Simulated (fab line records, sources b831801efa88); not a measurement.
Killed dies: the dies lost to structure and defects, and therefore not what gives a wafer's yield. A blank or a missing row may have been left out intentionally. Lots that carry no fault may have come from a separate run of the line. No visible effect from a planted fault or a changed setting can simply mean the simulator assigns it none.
Which tool is to blame? || flow sky130 || Sampling: 12 lots, 35 wafers, 5 of 708 route steps

== WHAT THE GAUGES SHOWED, per wafer ==
SKY_VIA4_THK_MEAS_20: measures by xrf.
{"lot": "L116", "measured": "day 43 00:04", "on": "filmMetro-03", "VIA4_W_THK (nm)": "514 519 517"}
{"lot": "L117", "measured": "day 43 11:55", "on": "filmMetro-04", "VIA4_W_THK (nm)": "517 516 509"}
{"lot": "L119", "measured": "day 44 08:37", "on": "filmMetro-01", "VIA4_W_THK (nm)": "512 514 513"}
{"lot": "L120", "measured": "day 44 14:28", "on": "filmMetro-03", "VIA4_W_THK (nm)": "520 518 522"}
{"lot": "L123", "measured": "day 45 01:01", "on": "filmMetro-03", "VIA4_W_THK (nm)": "525 519 521"}
{"lot": "L124", "measured": "day 45 04:59", "on": "filmMetro-04", "VIA4_W_THK (nm)": "510 515 516"}
{"lot": "L126", "measured": "day 45 21:05", "on": "filmMetro-01", "VIA4_W_THK (nm)": "510 512 515"}
{"lot": "L127", "measured": "day 45 23:42", "on": "filmMetro-03", "VIA4_W_THK (nm)": "517 519 515"}
{"lot": "L128", "measured": "day 46 03:33", "on": "filmMetro-04", "VIA4_W_THK (nm)": "525 521 521"}
{"lot": "L136", "measured": "day 48 07:08", "on": "filmMetro-03", "VIA4_W_THK (nm)": "515 513"}
{"lot": "L137", "measured": "day 48 09:46", "on": "filmMetro-01", "VIA4_W_THK (nm)": "519 524 513"}
{"lot": "L138", "measured": "day 48 18:23", "on": "filmMetro-01", "VIA4_W_THK (nm)": "517 515 513"}

SKY_PASSIVATION_THK_MEAS_03.
{"lot": "L116", "measured": "day 44 01:05", "on": "filmMetro-02", "PASSIVATION_CVD_02_THK (nm)": "540 553 543"}
{"lot": "L117", "measured": "day 44 11:48", "on": "filmMetro-02", "PASSIVATION_CVD_02_THK (nm)": "545 553 531"}
{"lot": "L119", "measured": "day 45 08:05", "on": "filmMetro-02", "PASSIVATION_CVD_02_THK (nm)": "534 547 535"}
{"lot": "L120", "measured": "day 45 12:25", "on": "filmMetro-03", "PASSIVATION_CVD_02_THK (nm)": "532 541 545"}
{"lot": "L123", "measured": "day 45 23:35", "on": "filmMetro-02", "PASSIVATION_CVD_02_THK (nm)": "524 536 549"}
{"lot": "L124", "measured": "day 46 03:09", "on": "filmMetro-04", "PASSIVATION_CVD_02_THK (nm)": "541 549 557"}
{"lot": "L126", "measured": "day 46 18:58", "on": "filmMetro-03", "PASSIVATION_CVD_02_THK (nm)": "535 545 540"}
{"lot": "L127", "measured": "day 46 21:25", "on": "filmMetro-02", "PASSIVATION_CVD_02_THK (nm)": "540 537 550"}
{"lot": "L128", "measured": "day 47 01:34", "on": "filmMetro-04", "PASSIVATION_CVD_02_THK (nm)": "540 540 554"}
{"lot": "L136", "measured": "day 49 02:55", "on": "filmMetro-04", "PASSIVATION_CVD_02_THK (nm)": "591 603"}
{"lot": "L137", "measured": "day 49 05:41", "on": "filmMetro-03", "PASSIVATION_CVD_02_THK (nm)": "591 599 583"}
{"lot": "L138", "measured": "day 49 13:40", "on": "filmMetro-02", "PASSIVATION_CVD_02_THK (nm)": "525 539 542"}

== EACH LOT AND THE TOOL THAT RAN IT (in order: tool; ch and the chambers of the sampled wafers; start) ==
{"lot": "L116", "SKY_METAL4_ETCH_16": "rieMetal-02 ch 0,1, day 41 22:40", "SKY_METAL5_SPUTTER_03": "pvdSputter-04, day 43 00:35", "SKY_PASSIVATION_CVD_02": "pecvd-02 ch 0,1, day 44 00:51"}
{"lot": "L117", "SKY_METAL4_ETCH_16": "rieMetal-02 ch 0,1, day 42 11:28", "SKY_METAL5_SPUTTER_03": "pvdSputter-01, day 43 12:23", "SKY_PASSIVATION_CVD_02": "pecvd-04 ch 0,1, day 44 11:34"}
{"lot": "L119", "SKY_METAL4_ETCH_16": "rieMetal-03 ch 0,1, day 43 07:13", "SKY_METAL5_SPUTTER_03": "pvdSputter-02, day 44 09:04", "SKY_PASSIVATION_CVD_02": "pecvd-02 ch 0,1,2, day 45 07:52"}
{"lot": "L120", "SKY_METAL4_ETCH_16": "rieMetal-02 ch 0,1, day 43 13:53", "SKY_METAL5_SPUTTER_03": "pvdSputter-01, day 44 14:55", "SKY_PASSIVATION_CVD_02": "pecvd-02 ch 0,2, day 45 12:11"}
{"lot": "L123", "SKY_METAL4_ETCH_16": "rieMetal-01 ch 0,1, day 44 00:28", "SKY_METAL5_SPUTTER_03": "pvdSputter-01, day 45 01:28", "SKY_PASSIVATION_CVD_02": "pecvd-04 ch 0,1, day 45 23:14"}
{"lot": "L124", "SKY_METAL4_ETCH_16": "rieMetal-02 ch 0,1, day 44 05:04", "SKY_METAL5_SPUTTER_03": "pvdSputter-04, day 45 05:26", "SKY_PASSIVATION_CVD_02": "pecvd-02 ch 0,1, day 46 02:55"}
{"lot": "L126", "SKY_METAL4_ETCH_16": "rieMetal-03 ch 0,1, day 44 21:24", "SKY_METAL5_SPUTTER_03": "pvdSputter-01, day 45 21:32", "SKY_PASSIVATION_CVD_02": "pecvd-04 ch 0,1,2, day 46 18:43"}
{"lot": "L127", "SKY_METAL4_ETCH_16": "rieMetal-01 ch 0,1, day 44 23:50", "SKY_METAL5_SPUTTER_03": "pvdSputter-01, day 46 00:17", "SKY_PASSIVATION_CVD_02": "pecvd-02 ch 0,1, day 46 21:12"}
{"lot": "L128", "SKY_METAL4_ETCH_16": "rieMetal-03 ch 0, day 45 04:48", "SKY_METAL5_SPUTTER_03": "pvdSputter-02, day 46 04:09", "SKY_PASSIVATION_CVD_02": "pecvd-04 ch 1,2, day 47 01:20"}
{"lot": "L136", "SKY_METAL4_ETCH_16": "rieMetal-03 ch 0,1, day 47 08:49", "SKY_METAL5_SPUTTER_03": "pvdSputter-01, day 48 07:50", "SKY_PASSIVATION_CVD_02": "pecvd-04 ch 1, day 49 02:34"}
{"lot": "L137", "SKY_METAL4_ETCH_16": "rieMetal-02 ch 0,1, day 47 12:59", "SKY_METAL5_SPUTTER_03": "pvdSputter-01, day 48 10:13", "SKY_PASSIVATION_CVD_02": "pecvd-04 ch 0,1, day 49 05:20"}
{"lot": "L138", "SKY_METAL4_ETCH_16": "rieMetal-01 ch 0,1, day 47 21:07", "SKY_METAL5_SPUTTER_03": "pvdSputter-04, day 48 19:00", "SKY_PASSIVATION_CVD_02": "pecvd-02 ch 0,2, day 49 13:25"}
- SKY_METAL4_ETCH_16: etches BARC in N2/H2, stops on SiO2, time 88.2 s, target depth 60 nm.
- SKY_METAL5_SPUTTER_03: material Ti, target thk 5 nm, time 3.3 s.
- SKY_PASSIVATION_CVD_02: deposits Si3N4, target thk 540 nm.

== WHAT THE TOOLS THEMSELVES READ (means of the sampled wafers that have a number; where no wafer has one, the mark that the record gives instead) ==
SKY_METAL4_ETCH_16.
{"lot": "L116", "tool": "rieMetal-02", "drypumpMotorCurrentA (A)": 6.12, "oesProductAu (a.u.)": 0.631, "throttleValvePct (%)": 13.193}
{"lot": "L117", "tool": "rieMetal-02", "drypumpMotorCurrentA (A)": 6.14, "oesProductAu (a.u.)": 0.627, "throttleValvePct (%)": 13.196}
{"lot": "L119", "tool": "rieMetal-03", "drypumpMotorCurrentA (A)": 5.68, "oesProductAu (a.u.)": 0.627, "throttleValvePct (%)": 13.197}
{"lot": "L120", "tool": "rieMetal-02", "drypumpMotorCurrentA (A)": 6.15, "oesProductAu (a.u.)": 0.622, "throttleValvePct (%)": 13.197}
{"lot": "L123", "tool": "rieMetal-01", "drypumpMotorCurrentA (A)": 5.46, "oesProductAu (a.u.)": 0.625, "throttleValvePct (%)": 13.200}
{"lot": "L124", "tool": "rieMetal-02", "drypumpMotorCurrentA (A)": 6.14, "oesProductAu (a.u.)": 0.629, "throttleValvePct (%)": 13.210}
{"lot": "L126", "tool": "rieMetal-03", "drypumpMotorCurrentA (A)": 5.67, "oesProductAu (a.u.)": 0.621, "throttleValvePct (%)": 13.206}
{"lot": "L127", "tool": "rieMetal-01", "drypumpMotorCurrentA (A)": 5.57, "oesProductAu (a.u.)": 0.627, "throttleValvePct (%)": 13.217}
{"lot": "L128", "tool": "rieMetal-03", "drypumpMotorCurrentA (A)": 5.82, "oesProductAu (a.u.)": 0.624, "throttleValvePct (%)": 13.198}
{"lot": "L136", "tool": "rieMetal-03", "drypumpMotorCurrentA (A)": 5.69, "oesProductAu (a.u.)": 0.626, "throttleValvePct (%)": 13.201}
{"lot": "L137", "tool": "rieMetal-02", "drypumpMotorCurrentA (A)": 6.15, "oesProductAu (a.u.)": 0.625, "throttleValvePct (%)": 13.206}
{"lot": "L138", "tool": "rieMetal-01", "drypumpMotorCurrentA (A)": 5.47, "oesProductAu (a.u.)": 0.628, "throttleValvePct (%)": 13.208}

SKY_METAL5_SPUTTER_03.
{"lot": "L116", "tool": "pvdSputter-04", "throttleValvePct (%)": 31.0}
{"lot": "L117", "tool": "pvdSputter-01", "throttleValvePct (%)": 30.7}
{"lot": "L119", "tool": "pvdSputter-02", "throttleValvePct (%)": 29.7}
{"lot": "L120", "tool": "pvdSputter-01", "throttleValvePct (%)": 30.6}
{"lot": "L123", "tool": "pvdSputter-01", "throttleValvePct (%)": 31.1}
{"lot": "L124", "tool": "pvdSputter-04", "throttleValvePct (%)": 31.8}
{"lot": "L126", "tool": "pvdSputter-01", "throttleValvePct (%)": 30.0}
{"lot": "L127", "tool": "pvdSputter-01", "throttleValvePct (%)": 30.5}
{"lot": "L128", "tool": "pvdSputter-02", "throttleValvePct (%)": 30.4}
{"lot": "L136", "tool": "pvdSputter-01", "throttleValvePct (%)": 30.9}
{"lot": "L137", "tool": "pvdSputter-01", "throttleValvePct (%)": 30.4}
{"lot": "L138", "tool": "pvdSputter-04", "throttleValvePct (%)": 30.7}

SKY_PASSIVATION_CVD_02.
{"lot": "L116", "tool": "pecvd-02", "heaterPowerW (W)": 677, "rfFwdPowerW (W)": 448.8}
{"lot": "L117", "tool": "pecvd-04", "heaterPowerW (W)": 697, "rfFwdPowerW (W)": 449.5}
{"lot": "L119", "tool": "pecvd-02", "heaterPowerW (W)": 730, "rfFwdPowerW (W)": 448.8}
{"lot": "L120", "tool": "pecvd-02", "heaterPowerW (W)": 807, "rfFwdPowerW (W)": 450.0}
{"lot": "L123", "tool": "pecvd-04", "heaterPowerW (W)": 712, "rfFwdPowerW (W)": 451.2}
{"lot": "L124", "tool": "pecvd-02", "heaterPowerW (W)": 682, "rfFwdPowerW (W)": 448.9}
{"lot": "L126", "tool": "pecvd-04", "heaterPowerW (W)": 698, "rfFwdPowerW (W)": 448.7}
{"lot": "L127", "tool": "pecvd-02", "heaterPowerW (W)": 661, "rfFwdPowerW (W)": 449.6}
{"lot": "L128", "tool": "pecvd-04", "heaterPowerW (W)": 697, "rfFwdPowerW (W)": 450.0}
{"lot": "L136", "tool": "pecvd-04", "heaterPowerW (W)": 644, "rfFwdPowerW (W)": 628.5}
{"lot": "L137", "tool": "pecvd-04", "heaterPowerW (W)": 643, "rfFwdPowerW (W)": 628.6}
{"lot": "L138", "tool": "pecvd-02", "heaterPowerW (W)": 803, "rfFwdPowerW (W)": 447.3}

== THE ANSWER, worked out from the rows above alone ==
Rule: the usual values come from the lots themselves. The widest of any qualifying gaps counts: lots, ordered by their means at a reading, are off when they make up no more than a third of the lots, leave a main group of 4 or more, and stand apart from it by 3 or more times the standard deviation of that group's means. A main group is skipped when, at the precision printed for the reading in the tables above, its means are all equal. Also off: a lot with no number at a reading for which 4 or more lots have one. Any other lot the step has rows for is counted as sound. First the gauges in route order, then the tools' own readings, where a lot's mean is used as printed above. At the first step where some lot is off, the reading lying furthest off is the one used; lots without a number count as furthest.
Off: L136, L137, at SKY_PASSIVATION_THK_MEAS_03 (PASSIVATION_CVD_02_THK). For the main group the mean is 541 nm and the standard deviation 4.
If a tool, at a process step before that reading, ran all the lots that are off and no sound lot after the first of them, it fits. The gauges at SKY_PASSIVATION_THK_MEAS_03 aren't tried: what is off there is off at SKY_PASSIVATION_CVD_02 too, on other tools, and a gauge's error can't cause that. This does not decide it: 2 tools fit, namely pvdSputter-01 at SKY_METAL5_SPUTTER_03 and pecvd-04 at SKY_PASSIVATION_CVD_02.

== WHAT THE SIMULATOR HAD PUT IN ==
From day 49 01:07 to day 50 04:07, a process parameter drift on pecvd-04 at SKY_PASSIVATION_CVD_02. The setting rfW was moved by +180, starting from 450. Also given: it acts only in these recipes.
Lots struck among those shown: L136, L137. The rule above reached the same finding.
